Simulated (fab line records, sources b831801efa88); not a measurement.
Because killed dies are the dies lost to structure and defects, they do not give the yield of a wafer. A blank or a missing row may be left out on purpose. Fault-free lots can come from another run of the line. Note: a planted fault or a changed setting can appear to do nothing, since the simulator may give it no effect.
fab line records :: flow sky130
record:
  lots: 5
  wafers: 15
  lastDay: 51
route steps=708 shown VIA3@589 METAL4@598 PAD_OPEN@708
lots with no fault: from the same line, run without faults
startH: hours from the record's opening day to when the first of the lot's shown wafers began :: waitH: how many hours have passed since the lot's step before this one :: " same as the row above :: L1.1+2: several wafers, shown together as one row :: - value missing, or start not given :: * or withheld: withheld :: < > ~ a bound
route shown NAME@n: names a module that has steps shown in the file, with the first one's number in the route :: usual: mean/standard deviation taken from wafers without a fault :: same: alike in all rows :: chamber/n: place in a boat :: sites: the reading at each site :: _std_site: the values' standard deviation :: _edge_site: inner sites' mean taken away from outer sites' mean :: radiusMm: how far each site lies from the wafer's centre :: mask NAME#n: copy n :: behind: the last tool/chamber to shape the wafer :: hold: reason for holding the lot/hours on hold/outcome of the hold :: device: which transistor (n, p or np) failed to switch :: end of line: the route-end tests of the same wafers :: a step with no rows: only its recipe :: killed: the dies lost at the first sort to structure and to defects; this is not the yield of the wafer :: map: a wafer's dies, x killed, . not, _ none there
set.NAME: the run value of the setting; set.NAME@STEP: its run value at that earlier step :: model.NAME: the simulator's own value behind a step, which no gauge read
lots at selected steps of the route; one table per step, one row per wafer
services: a tool's chamber out of use, with start hour (startH, from the record's first day; less than 0 if before it), hours out, and reason
== steps ==
step: SKY_VIA3_STRIP_16
recipe:
  chemistry: O2/N2
  powerW: 1400
  pressureMtorr: 1500
  platenTempC: withheld
  o2FlowSccm: 3000
  n2FlowSccm: 300
  overashFraction: 0.5
usual:
  drypumpMotorCurrentA: 5.8/0.4
  oesProductAu: 0.403/0.0043
  stripTimeToEndpointS: 4.141/0.023
lot.wafer: L765.1
tool: plasmaAsher-02
chamber: 0
startH: 973.97
waitH: 0.0
drypumpMotorCurrentA: 6.0
oesProductAu: 0.405
rfHoursCounterH: 86
stripTimeToEndpointS: 4.143

lot.wafer: L765.2
tool: plasmaAsher-02
chamber: 1
startH: 973.97
waitH: 0.0
drypumpMotorCurrentA: 6.1
oesProductAu: 0.395
rfHoursCounterH: 86
stripTimeToEndpointS: 4.159

lot.wafer: L765.4
tool: plasmaAsher-02
chamber: 0
startH: 973.97
waitH: 0.0
drypumpMotorCurrentA: 6.0
oesProductAu: 0.398
rfHoursCounterH: -
stripTimeToEndpointS: 4.157

lot.wafer: L770.4
tool: plasmaAsher-04
chamber: 1
startH: 1002.15
waitH: 0.1
drypumpMotorCurrentA: 6.1
oesProductAu: 0.402
rfHoursCounterH: -
stripTimeToEndpointS: 4.176

lot.wafer: L770.5
tool: plasmaAsher-04
chamber: 1
startH: 1002.15
waitH: 0.1
drypumpMotorCurrentA: 6.1
oesProductAu: 0.396
rfHoursCounterH: -
stripTimeToEndpointS: 4.168

lot.wafer: L770.6
tool: plasmaAsher-04
chamber: 0
startH: 1002.15
waitH: 0.1
drypumpMotorCurrentA: 5.3
oesProductAu: 0.407
rfHoursCounterH: -
stripTimeToEndpointS: 4.178

lot.wafer: L780.2
tool: plasmaAsher-01
chamber: 0
startH: 1069.47
waitH: 0.0
drypumpMotorCurrentA: 6.0
oesProductAu: 0.397
rfHoursCounterH: 32
stripTimeToEndpointS: 4.089

lot.wafer: L780.4
tool: plasmaAsher-01
chamber: 0
startH: 1069.47
waitH: 0.0
drypumpMotorCurrentA: 6.0
oesProductAu: 0.400
rfHoursCounterH: -
stripTimeToEndpointS: 4.133

lot.wafer: L780.6
tool: plasmaAsher-01
chamber: 0
startH: 1069.47
waitH: 0.0
drypumpMotorCurrentA: 6.0
oesProductAu: 0.403
rfHoursCounterH: -
stripTimeToEndpointS: 4.101

lot.wafer: L784.1
tool: plasmaAsher-04
chamber: 0
startH: 1091.67
waitH: 0.0
drypumpMotorCurrentA: 5.3
oesProductAu: 0.403
rfHoursCounterH: 3
stripTimeToEndpointS: 4.088

lot.wafer: L784.2
tool: plasmaAsher-04
chamber: 1
startH: 1091.67
waitH: 0.0
drypumpMotorCurrentA: 6.1
oesProductAu: 0.408
rfHoursCounterH: 3
stripTimeToEndpointS: 4.111

lot.wafer: L784.3
tool: plasmaAsher-04
chamber: 0
startH: 1091.67
waitH: 0.0
drypumpMotorCurrentA: 5.3
oesProductAu: 0.405
rfHoursCounterH: -
stripTimeToEndpointS: 4.134

lot.wafer: L785.2
tool: plasmaAsher-02
chamber: 1
startH: 1101.82
waitH: 0.0
drypumpMotorCurrentA: 6.1
oesProductAu: 0.409
rfHoursCounterH: 99
stripTimeToEndpointS: 4.121

lot.wafer: L785.4
tool: plasmaAsher-02
chamber: 0
startH: 1101.82
waitH: 0.0
drypumpMotorCurrentA: 6.0
oesProductAu: 0.401
rfHoursCounterH: -
stripTimeToEndpointS: 4.098

lot.wafer: L785.6
tool: plasmaAsher-02
chamber: 1
startH: 1101.82
waitH: 0.0
drypumpMotorCurrentA: 6.1
oesProductAu: 0.401
rfHoursCounterH: -
stripTimeToEndpointS: 4.139
step: SKY_VIA3_STRIP_17
recipe:
  chemistry: postEtchResidueRemover
  timeS: 1200
  tempC: 72.5
step: SKY_VIA3_CLEAN_18
recipe:
  chemistry: IPA
  timeS: 180
  tempC: 25
step: SKY_VIA3_CLEAN_19
recipe:
  chemistry: O3/DIW
  dry: n2Spin
step: SKY_VIA3_SPUTTER_20
recipe:
  material: TiN
  targetThkNm: 20
  chamberPressurePa: 5
  powerW: 4000
  timeS: 80
step: SKY_VIA3_CVD_21
recipe:
  material: W
  targetThkNm: 390
  timeS: 117.31
  tempC: 400
  pressureTorr: 40
step: SKY_VIA3_RS_MEAS_22
recipe:
  thkMeasGauge: four-point-probe
  reads: W_of_VIA3_CVD_21+TiN_of_VIA3_SPUTTER_20
usual:
  VIA3_W_RS: 0.296/0.0032
lot.wafer: L765.1
tool: filmMetro-01
chamber: -
startH: 974.75
waitH: 0.1
VIA3_W_RS[ohm/sq]: 0.296

lot.wafer: L765.2
tool: filmMetro-01
chamber: -
startH: 974.75
waitH: 0.1
VIA3_W_RS[ohm/sq]: 0.293

lot.wafer: L765.4
tool: filmMetro-01
chamber: -
startH: 974.75
waitH: 0.1
VIA3_W_RS[ohm/sq]: 0.295

lot.wafer: L770.4
tool: filmMetro-01
chamber: -
startH: 1002.96
waitH: 0.1
VIA3_W_RS[ohm/sq]: 0.295

lot.wafer: L770.5
tool: filmMetro-01
chamber: -
startH: 1002.96
waitH: 0.1
VIA3_W_RS[ohm/sq]: 0.296

lot.wafer: L770.6
tool: filmMetro-01
chamber: -
startH: 1002.96
waitH: 0.1
VIA3_W_RS[ohm/sq]: 0.297

lot.wafer: L780.2
tool: filmMetro-01
chamber: -
startH: 1070.41
waitH: 0.1
VIA3_W_RS[ohm/sq]: 0.297

lot.wafer: L780.4
tool: filmMetro-01
chamber: -
startH: 1070.41
waitH: 0.1
VIA3_W_RS[ohm/sq]: 0.296

lot.wafer: L780.6
tool: filmMetro-01
chamber: -
startH: 1070.41
waitH: 0.1
VIA3_W_RS[ohm/sq]: 0.297

lot.wafer: L784.1
tool: filmMetro-02
chamber: -
startH: 1092.45
waitH: 0.1
VIA3_W_RS[ohm/sq]: 0.301

lot.wafer: L784.2
tool: filmMetro-02
chamber: -
startH: 1092.45
waitH: 0.1
VIA3_W_RS[ohm/sq]: 0.296

lot.wafer: L784.3
tool: filmMetro-02
chamber: -
startH: 1092.45
waitH: 0.1
VIA3_W_RS[ohm/sq]: 0.294

lot.wafer: L785.2
tool: filmMetro-03
chamber: -
startH: 1102.72
waitH: 0.2
VIA3_W_RS[ohm/sq]: 0.299

lot.wafer: L785.4
tool: filmMetro-03
chamber: -
startH: 1102.72
waitH: 0.2
VIA3_W_RS[ohm/sq]: 0.298

lot.wafer: L785.6
tool: filmMetro-03
chamber: -
startH: 1102.72
waitH: 0.2
VIA3_W_RS[ohm/sq]: 0.298
step: SKY_VIA3_THK_MEAS_23
recipe:
  thkMeasGauge: xrf
  reads: W_of_VIA3_CVD_21
usual:
  VIA3_W_THK: 412/5.5
lot.wafer: L765.1
tool: filmMetro-01
chamber: -
startH: 974.87
waitH: 0.1
VIA3_W_THK[nm]: 406

lot.wafer: L765.2
tool: filmMetro-01
chamber: -
startH: 974.87
waitH: 0.1
VIA3_W_THK[nm]: 417

lot.wafer: L765.4
tool: filmMetro-01
chamber: -
startH: 974.87
waitH: 0.1
VIA3_W_THK[nm]: 410

lot.wafer: L770.4
tool: filmMetro-01
chamber: -
startH: 1003.05
waitH: 0.1
VIA3_W_THK[nm]: 410

lot.wafer: L770.5
tool: filmMetro-01
chamber: -
startH: 1003.05
waitH: 0.1
VIA3_W_THK[nm]: 407

lot.wafer: L770.6
tool: filmMetro-01
chamber: -
startH: 1003.05
waitH: 0.1
VIA3_W_THK[nm]: 406

lot.wafer: L780.2
tool: filmMetro-01
chamber: -
startH: 1070.52
waitH: 0.1
VIA3_W_THK[nm]: 406

lot.wafer: L780.4
tool: filmMetro-01
chamber: -
startH: 1070.52
waitH: 0.1
VIA3_W_THK[nm]: 409

lot.wafer: L780.6
tool: filmMetro-01
chamber: -
startH: 1070.52
waitH: 0.1
VIA3_W_THK[nm]: 404

lot.wafer: L784.1
tool: filmMetro-02
chamber: -
startH: 1092.57
waitH: 0.1
VIA3_W_THK[nm]: 406

lot.wafer: L784.2
tool: filmMetro-02
chamber: -
startH: 1092.57
waitH: 0.1
VIA3_W_THK[nm]: 410

lot.wafer: L784.3
tool: filmMetro-02
chamber: -
startH: 1092.57
waitH: 0.1
VIA3_W_THK[nm]: 414

lot.wafer: L785.2
tool: filmMetro-03
chamber: -
startH: 1102.83
waitH: 0.1
VIA3_W_THK[nm]: 408

lot.wafer: L785.4
tool: filmMetro-03
chamber: -
startH: 1102.83
waitH: 0.1
VIA3_W_THK[nm]: 410

lot.wafer: L785.6
tool: filmMetro-03
chamber: -
startH: 1102.83
waitH: 0.1
VIA3_W_THK[nm]: 408
step: SKY_VIA3_CMP_24
recipe:
  stopOn: SiO2
  tOverpolishS: 20
  downForcePsi: 3.5
  platenRpm: 60
  targetThkNm: 0
  padVelocityMS: 0.94248
usual:
  motorCurrentA: 11.0/1.2
  overpolishRunS: 20.001/0.0092
  timeToEndpointS: 95/3.7
lot.wafer: L765.1
tool: cmp-01
chamber: 0
startH: 974.93
waitH: 0.1
motorCurrentA: 9.8
overpolishRunS: 20.017
timeToEndpointS: 96

lot.wafer: L765.2
tool: cmp-01
chamber: 2
startH: 974.93
waitH: 0.1
motorCurrentA: 12.1
overpolishRunS: 20.000
timeToEndpointS: 90

lot.wafer: L765.4
tool: cmp-01
chamber: 3
startH: 974.93
waitH: 0.1
motorCurrentA: 10.4
overpolishRunS: 20.008
timeToEndpointS: 92

lot.wafer: L770.4
tool: cmp-01
chamber: 3
startH: 1003.18
waitH: 0.1
motorCurrentA: 10.2
overpolishRunS: 20.012
timeToEndpointS: 95

lot.wafer: L770.6
tool: cmp-01
chamber: 1
startH: 1003.18
waitH: 0.1
motorCurrentA: 10.8
overpolishRunS: 19.992
timeToEndpointS: 91

lot.wafer: L770.5
tool: cmp-01
chamber: 2
startH: 1003.18
waitH: 0.1
motorCurrentA: 12.3
overpolishRunS: 20.012
timeToEndpointS: 90

lot.wafer: L780.4
tool: cmp-02
chamber: 0
startH: 1070.62
waitH: 0.1
motorCurrentA: 9.2
overpolishRunS: 20.004
timeToEndpointS: 96

lot.wafer: L780.2
tool: cmp-02
chamber: 1
startH: 1070.62
waitH: 0.1
motorCurrentA: 12.2
overpolishRunS: 20.004
timeToEndpointS: 93

lot.wafer: L780.6
tool: cmp-02
chamber: 3
startH: 1070.62
waitH: 0.1
motorCurrentA: 12.0
overpolishRunS: 20.004
timeToEndpointS: 97

lot.wafer: L784.2
tool: cmp-02
chamber: 0
startH: 1092.63
waitH: 0.0
motorCurrentA: 9.8
overpolishRunS: 19.982
timeToEndpointS: 89

lot.wafer: L784.1
tool: cmp-02
chamber: 2
startH: 1092.63
waitH: 0.0
motorCurrentA: 11.7
overpolishRunS: 19.997
timeToEndpointS: 93

lot.wafer: L784.3
tool: cmp-02
chamber: 3
startH: 1092.63
waitH: 0.0
motorCurrentA: 12.2
overpolishRunS: 20.008
timeToEndpointS: 92

lot.wafer: L785.4
tool: cmp-01
chamber: 0
startH: 1103.23
waitH: 0.4
motorCurrentA: 9.9
overpolishRunS: 20.001
timeToEndpointS: 103

lot.wafer: L785.2
tool: cmp-01
chamber: 1
startH: 1103.23
waitH: 0.4
motorCurrentA: 10.6
overpolishRunS: 19.994
timeToEndpointS: 95

lot.wafer: L785.6
tool: cmp-01
chamber: 3
startH: 1103.23
waitH: 0.4
motorCurrentA: 10.7
overpolishRunS: 19.998
timeToEndpointS: 96
step: SKY_METAL4_SPUTTER_00
recipe:
  material: Ti
  targetThkNm: 15
  powerW: 3000
  timeS: 10
  chamberPressurePa: 0.4
usual:
  throttleValvePct: 29.8/1.6
lot.wafer: L765.1
tool: pvdSputter-02
chamber: -
startH: 975.23
waitH: 0.2
throttleValvePct: 29.1

lot.wafer: L765.2
tool: pvdSputter-02
chamber: -
startH: 975.23
waitH: 0.2
throttleValvePct: 28.8

lot.wafer: L765.4
tool: pvdSputter-02
chamber: -
startH: 975.23
waitH: 0.2
throttleValvePct: 33.0

lot.wafer: L770.4
tool: pvdSputter-03
chamber: -
startH: 1003.38
waitH: 0.1
throttleValvePct: 28.3

lot.wafer: L770.5
tool: pvdSputter-03
chamber: -
startH: 1003.38
waitH: 0.1
throttleValvePct: 29.4

lot.wafer: L770.6
tool: pvdSputter-03
chamber: -
startH: 1003.38
waitH: 0.1
throttleValvePct: 28.3

lot.wafer: L780.2
tool: pvdSputter-03
chamber: -
startH: 1070.87
waitH: 0.1
throttleValvePct: 28.1

lot.wafer: L780.4
tool: pvdSputter-03
chamber: -
startH: 1070.87
waitH: 0.1
throttleValvePct: 31.4

lot.wafer: L780.6
tool: pvdSputter-03
chamber: -
startH: 1070.87
waitH: 0.1
throttleValvePct: 29.5

lot.wafer: L784.1
tool: pvdSputter-04
chamber: -
startH: 1092.93
waitH: 0.1
throttleValvePct: 28.7

lot.wafer: L784.2
tool: pvdSputter-04
chamber: -
startH: 1092.93
waitH: 0.1
throttleValvePct: 30.8

lot.wafer: L784.3
tool: pvdSputter-04
chamber: -
startH: 1092.93
waitH: 0.1
throttleValvePct: 30.5

lot.wafer: L785.2
tool: pvdSputter-04
chamber: -
startH: 1103.48
waitH: 0.1
throttleValvePct: 30.9

lot.wafer: L785.4
tool: pvdSputter-04
chamber: -
startH: 1103.48
waitH: 0.1
throttleValvePct: 31.5

lot.wafer: L785.6
tool: pvdSputter-04
chamber: -
startH: 1103.48
waitH: 0.1
throttleValvePct: 30.7
step: SKY_METAL4_SPUTTER_01
recipe:
  material: TiN
  targetThkNm: 20
  powerW: 6500
  timeS: 16.7
  chamberPressurePa: 0.4
usual:
  throttleValvePct: 29.8/1.5
lot.wafer: L765.1
tool: pvdSputter-02
chamber: -
startH: 975.25
waitH: 0.0
throttleValvePct: 29.0

lot.wafer: L765.2
tool: pvdSputter-02
chamber: -
startH: 975.25
waitH: 0.0
throttleValvePct: 29.2

lot.wafer: L765.4
tool: pvdSputter-02
chamber: -
startH: 975.25
waitH: 0.0
throttleValvePct: 33.0

lot.wafer: L770.4
tool: pvdSputter-03
chamber: -
startH: 1003.41
waitH: 0.0
throttleValvePct: 28.5

lot.wafer: L770.5
tool: pvdSputter-03
chamber: -
startH: 1003.41
waitH: 0.0
throttleValvePct: 29.7

lot.wafer: L770.6
tool: pvdSputter-03
chamber: -
startH: 1003.41
waitH: 0.0
throttleValvePct: 28.4

lot.wafer: L780.2
tool: pvdSputter-03
chamber: -
startH: 1070.89
waitH: 0.0
throttleValvePct: 27.9

lot.wafer: L780.4
tool: pvdSputter-03
chamber: -
startH: 1070.89
waitH: 0.0
throttleValvePct: 31.3

lot.wafer: L780.6
tool: pvdSputter-03
chamber: -
startH: 1070.89
waitH: 0.0
throttleValvePct: 29.5

lot.wafer: L784.1
tool: pvdSputter-04
chamber: -
startH: 1092.95
waitH: 0.0
throttleValvePct: 28.7

lot.wafer: L784.2
tool: pvdSputter-04
chamber: -
startH: 1092.95
waitH: 0.0
throttleValvePct: 30.4

lot.wafer: L784.3
tool: pvdSputter-04
chamber: -
startH: 1092.95
waitH: 0.0
throttleValvePct: 30.5

lot.wafer: L785.2
tool: pvdSputter-04
chamber: -
startH: 1103.51
waitH: 0.0
throttleValvePct: 31.0

lot.wafer: L785.4
tool: pvdSputter-04
chamber: -
startH: 1103.51
waitH: 0.0
throttleValvePct: 31.6

lot.wafer: L785.6
tool: pvdSputter-04
chamber: -
startH: 1103.51
waitH: 0.0
throttleValvePct: 30.5
step: SKY_METAL4_SPUTTER_02
recipe:
  material: AlCu
  targetThkNm: 735
  powerW: 10600
  timeS: 39.1
  chamberPressurePa: 0.4
step: SKY_METAL4_SPUTTER_03
recipe:
  material: Ti
  targetThkNm: 5
  powerW: 3000
  timeS: 3.3
  chamberPressurePa: 0.4
usual:
  throttleValvePct: 29.8/1.6
lot.wafer: L765.1
tool: pvdSputter-02
chamber: -
startH: 975.31
waitH: 0.0
throttleValvePct: 29.2
model.Ti_of_METAL4_SPUTTER_03.thkNm: 5.023

lot.wafer: L765.2
tool: pvdSputter-02
chamber: -
startH: 975.31
waitH: 0.0
throttleValvePct: 28.8
model.Ti_of_METAL4_SPUTTER_03.thkNm: 5.101

lot.wafer: L765.4
tool: pvdSputter-02
chamber: -
startH: 975.31
waitH: 0.0
throttleValvePct: 32.7
model.Ti_of_METAL4_SPUTTER_03.thkNm: 5.004

lot.wafer: L770.4
tool: pvdSputter-03
chamber: -
startH: 1003.47
waitH: 0.0
throttleValvePct: 28.4
model.Ti_of_METAL4_SPUTTER_03.thkNm: 4.837

lot.wafer: L770.5
tool: pvdSputter-03
chamber: -
startH: 1003.47
waitH: 0.0
throttleValvePct: 29.6
model.Ti_of_METAL4_SPUTTER_03.thkNm: 4.856

lot.wafer: L770.6
tool: pvdSputter-03
chamber: -
startH: 1003.47
waitH: 0.0
throttleValvePct: 28.4
model.Ti_of_METAL4_SPUTTER_03.thkNm: 4.85

lot.wafer: L780.2
tool: pvdSputter-03
chamber: -
startH: 1070.96
waitH: 0.0
throttleValvePct: 28.5
model.Ti_of_METAL4_SPUTTER_03.thkNm: 9.019

lot.wafer: L780.4
tool: pvdSputter-03
chamber: -
startH: 1070.96
waitH: 0.0
throttleValvePct: 31.4
model.Ti_of_METAL4_SPUTTER_03.thkNm: 4.938

lot.wafer: L780.6
tool: pvdSputter-03
chamber: -
startH: 1070.96
waitH: 0.0
throttleValvePct: 29.1
model.Ti_of_METAL4_SPUTTER_03.thkNm: 4.956

lot.wafer: L784.1
tool: pvdSputter-04
chamber: -
startH: 1093.01
waitH: 0.0
throttleValvePct: 28.6
model.Ti_of_METAL4_SPUTTER_03.thkNm: 4.755

lot.wafer: L784.2
tool: pvdSputter-04
chamber: -
startH: 1093.01
waitH: 0.0
throttleValvePct: 30.6
model.Ti_of_METAL4_SPUTTER_03.thkNm: 4.872

lot.wafer: L784.3
tool: pvdSputter-04
chamber: -
startH: 1093.01
waitH: 0.0
throttleValvePct: 30.7
model.Ti_of_METAL4_SPUTTER_03.thkNm: 4.84

lot.wafer: L785.2
tool: pvdSputter-04
chamber: -
startH: 1103.57
waitH: 0.0
throttleValvePct: 30.8
model.Ti_of_METAL4_SPUTTER_03.thkNm: 4.949

lot.wafer: L785.4
tool: pvdSputter-04
chamber: -
startH: 1103.57
waitH: 0.0
throttleValvePct: 31.7
model.Ti_of_METAL4_SPUTTER_03.thkNm: 4.863

lot.wafer: L785.6
tool: pvdSputter-04
chamber: -
startH: 1103.57
waitH: 0.0
throttleValvePct: 30.7
model.Ti_of_METAL4_SPUTTER_03.thkNm: 4.97
step: SKY_METAL4_SPUTTER_04
recipe:
  material: TiN
  targetThkNm: 70
  powerW: 6500
  timeS: 58.3
  chamberPressurePa: 0.4
usual:
  throttleValvePct: 29.8/1.6
lot.wafer: L765.1
tool: pvdSputter-02
chamber: -
startH: 975.33
waitH: 0.0
throttleValvePct: 29.0

lot.wafer: L765.2
tool: pvdSputter-02
chamber: -
startH: 975.33
waitH: 0.0
throttleValvePct: 28.8

lot.wafer: L765.4
tool: pvdSputter-02
chamber: -
startH: 975.33
waitH: 0.0
throttleValvePct: 33.0

lot.wafer: L770.4
tool: pvdSputter-03
chamber: -
startH: 1003.49
waitH: 0.0
throttleValvePct: 28.5

lot.wafer: L770.5
tool: pvdSputter-03
chamber: -
startH: 1003.49
waitH: 0.0
throttleValvePct: 29.6

lot.wafer: L770.6
tool: pvdSputter-03
chamber: -
startH: 1003.49
waitH: 0.0
throttleValvePct: 28.4

lot.wafer: L780.2
tool: pvdSputter-03
chamber: -
startH: 1070.98
waitH: 0.0
throttleValvePct: 28.4

lot.wafer: L780.4
tool: pvdSputter-03
chamber: -
startH: 1070.98
waitH: 0.0
throttleValvePct: 31.7

lot.wafer: L780.6
tool: pvdSputter-03
chamber: -
startH: 1070.98
waitH: 0.0
throttleValvePct: 29.4

lot.wafer: L784.1
tool: pvdSputter-04
chamber: -
startH: 1093.03
waitH: 0.0
throttleValvePct: 28.8

lot.wafer: L784.2
tool: pvdSputter-04
chamber: -
startH: 1093.03
waitH: 0.0
throttleValvePct: 30.9

lot.wafer: L784.3
tool: pvdSputter-04
chamber: -
startH: 1093.03
waitH: 0.0
throttleValvePct: 30.6

lot.wafer: L785.2
tool: pvdSputter-04
chamber: -
startH: 1103.59
waitH: 0.0
throttleValvePct: 30.8

lot.wafer: L785.4
tool: pvdSputter-04
chamber: -
startH: 1103.59
waitH: 0.0
throttleValvePct: 31.7

lot.wafer: L785.6
tool: pvdSputter-04
chamber: -
startH: 1103.59
waitH: 0.0
throttleValvePct: 30.5
step: SKY_PAD_OPEN_PROBE_99
usual:
  defectLimitedYield: 82.3/1.8
  killed_at_M0_to_M3: 43/6.9
  killed_at_M4_up: 3.2/1.6
  killedAtContacts: 25/5.1
  killedAtFrontEnd: 16/4.5
  killedAtOther: 0.3/0.68
  killedDies: 87/8.9
  killedOpen: 48/6.9
  killedShort: 39/6.3
  sort_bin_3_pad_short: 0.8/0.4
  sort_bin_5_function: 10.5/1.4
  sort_bin_6_memory: 6.4/1.1
  sortNPass: 405/8.9
  sortYieldPct: 82.3/1.8
same:
  grossDies: 492
  killedAtBackSide: 0
  sort_bin_4_leakage[%]: 0
  sort_bin_8_speed[%]: 0
lot.wafer: L780.2
tool: prober-02
chamber: -
startH: 1196.02
waitH: 0.1
defectLimitedYield[%]: 84.6
killed_at_M0_to_M3: 38
killed_at_M4_up: 5
killedAtContacts: 23
killedAtFrontEnd: 10
killedAtOther: 0
killedDies: 76
killedOpen: 43
killedShort: 33
sort_bin_3_pad_short[%]: 0.8
sort_bin_5_function[%]: 8.9
sort_bin_6_memory[%]: 5.7
sortNPass: 416
sortYieldPct[%]: 84.6

lot.wafer: L780.4
tool: prober-02
chamber: -
startH: 1196.12
waitH: 0.2
defectLimitedYield[%]: 83.1
killed_at_M0_to_M3: 34
killed_at_M4_up: 5
killedAtContacts: 27
killedAtFrontEnd: 17
killedAtOther: 0
killedDies: 83
killedOpen: 48
killedShort: 35
sort_bin_3_pad_short[%]: 0.6
sort_bin_5_function[%]: 11.8
sort_bin_6_memory[%]: 4.5
sortNPass: 409
sortYieldPct[%]: 83.1

lot.wafer: L780.6
tool: prober-02
chamber: -
startH: 1196.22
waitH: 0.2
defectLimitedYield[%]: 81.3
killed_at_M0_to_M3: 50
killed_at_M4_up: 4
killedAtContacts: 25
killedAtFrontEnd: 13
killedAtOther: 0
killedDies: 92
killedOpen: 53
killedShort: 39
sort_bin_3_pad_short[%]: 0.8
sort_bin_5_function[%]: 11.2
sort_bin_6_memory[%]: 6.7
sortNPass: 400
sortYieldPct[%]: 81.3
killed by level:class
L780.2 CONTACT:geometricParticle:open=10 VIA1:geometricParticle:open=7 VIA2:geometricParticle:open=7 METAL1:geometricParticle:short=6 VIA3:geometricParticle:open=6 POLY_GATE:geometricParticle:short=5 LI_CONTACT:geometricParticle:open=5 LOCAL_INTERCONNECT:geometricParticle:short=3
L780.4 CONTACT:geometricParticle:open=12 VIA1:geometricParticle:open=12 LI_CONTACT:geometricParticle:open=7 LOCAL_INTERCONNECT:geometricParticle:short=5 POLY_GATE:geometricParticle:short=4 SPACER:geometricParticle:short=4 METAL3:geometricParticle:short=4 VIA1:geometricParticle:short=3
L780.6 VIA1:geometricParticle:open=14 VIA2:geometricParticle:open=8 CONTACT:geometricParticle:open=7 CONTACT:geometricParticle:short=7 LI_CONTACT:geometricParticle:open=6 METAL3:geometricParticle:short=6 FIELD_ISO:geometricParticle:short=5 POLY_GATE:geometricParticle:open=5
== services ==
tool: cmp-01
chamber: -
startH: 972.57
hours: 1.3
kind: repair

tool: pvdSputter-04
chamber: -
startH: 975.56
hours: 4.8
kind: repair

tool: cmp-01
chamber: -
startH: 985.66
hours: 0.4
kind: repair

tool: pvdSputter-02
chamber: -
startH: 995.26
hours: 0.9
kind: repair

tool: pvdSputter-03
chamber: -
startH: 1026.05
hours: 0.8
kind: repair

tool: pvdSputter-04
chamber: -
startH: 1039.09
hours: 1.9
kind: repair

tool: plasmaAsher-04
chamber: -
startH: 1055.25
hours: 9.0
kind: pm

tool: plasmaAsher-04
chamber: 0
startH: 1055.25
hours: 9.0
kind: ventCycle

tool: plasmaAsher-04
chamber: 1
startH: 1055.25
hours: 9.0
kind: ventCycle

tool: plasmaAsher-04
chamber: 0
startH: 1064.25
hours: -
kind: clean

tool: plasmaAsher-04
chamber: 1
startH: 1064.25
hours: -
kind: clean

tool: cmp-02
chamber: -
startH: 1084.28
hours: 4.0
kind: pm

tool: cmp-02
chamber: -
startH: 1088.28
hours: -
kind: consumableReplace:conditioner

tool: cmp-02
chamber: -
startH: 1088.28
hours: -
kind: consumableReplace:pad

tool: plasmaAsher-01
chamber: -
startH: 1090.32
hours: 3.4
kind: repair

tool: cmp-02
chamber: -
startH: 1092.97
hours: 15.6
kind: repair
== key ==
firstSign none at tools or gauges
modelEffect:
  step: SKY_METAL4_SPUTTER_03
  value: Ti_of_METAL4_SPUTTER_03.thkNm
  without: 4.982
  struck: 9.019
metAt SKY_METAL4_SPUTTER_03
struckWafers L780.2
onsetBetween 1003.47 1070.96
fault:
  kind: processParameterDrift
  tool: pvdSputter-03
  chamber: -
  onsetH: 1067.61
  steps: SKY_METAL4_SPUTTER_03
  channel: targetThkNm
  offset: 4.0371
  shape: step
  endH: 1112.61
  scope: struckWafersOnly
  actsIn: theseRecipesOnly
  stated: 5
